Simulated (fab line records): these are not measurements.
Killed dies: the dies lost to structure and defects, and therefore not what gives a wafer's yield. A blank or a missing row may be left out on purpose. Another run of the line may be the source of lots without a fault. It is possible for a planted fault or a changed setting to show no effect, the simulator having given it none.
One fault through the eyes of 2 desks + flow gf180mcu + each desk holds nothing but its own numbers, with what lay behind them at the end

== METROLOGY DESK ==
Means of the sampled wafers that have a number, per lot and without regard to the tool the lot ran on: this is what the gauges read. Marked OUT: a lot whose mean sits more than 4 standard deviations from the usual mean, which makes it out of limits; the brackets give that distance.
Columns: A = V5_W_THK at GF_V5_THK_MEAS_25, usual 348 nm; B = PASSIVATION_BOW at GF_PASSIVATION_BOW_MEAS_14, usual 139 um
| lot  | first seen here | A   | B   |
|------|-----------------|-----|-----|
| L526 | day 27 06:25    | 350 | 127 |
| L527 | day 27 12:47    | 343 | 139 |
| L529 | day 28 01:00    | 352 | 145 |
| L530 | day 28 16:50    | 342 | 142 |
| L531 | day 28 17:53    | 344 | 141 |
| L535 | day 29 22:41    | 342 | 147 |
| L537 | day 30 13:32    | 342 | 145 |
| L538 | day 31 02:49    | 356 | 132 |
| L544 | day 32 17:29    | 354 | 133 |
| L547 | day 33 09:37    | 344 | 136 |
| L548 | day 33 12:40    | 352 | 127 |
| L549 | day 33 19:31    | 349 | 138 |
Result from this desk: across the 12 lots, nothing is out of limits.

== AT THE TOOL OWNER'S DESK: litho-track-04 ==
The tool's own readings at GF_PASSIVATION_COAT_06 (resist thk 4000 nm): means of the sampled wafers that have a number, for each lot that ran on this tool. Marked OUT: a lot whose mean sits more than 4 standard deviations from the usual mean, which makes it out of limits; the brackets give that distance.
Columns: A = chill-plate-temp-C at GF_PASSIVATION_COAT_06, usual 23.00 C; B = spin-speed-rpm at GF_PASSIVATION_COAT_06, usual 2000.0 rpm
| lot  | first seen here | A     | B      |
|------|-----------------|-------|--------|
| L527 | day 28 19:34    | 22.94 | 2000.1 |
| L537 | day 31 16:56    | 22.92 | 2000.2 |
| L538 | day 32 05:22    | 23.07 | 2000.7 |
Result from this desk: across the 3 lots, nothing is out of limits.

== PUT TOGETHER ==
From the metrology desk's view, nothing was out of limits.
The tool owner's desk saw nothing out of limits.

== WHAT THE SIMULATOR PUT IN ==
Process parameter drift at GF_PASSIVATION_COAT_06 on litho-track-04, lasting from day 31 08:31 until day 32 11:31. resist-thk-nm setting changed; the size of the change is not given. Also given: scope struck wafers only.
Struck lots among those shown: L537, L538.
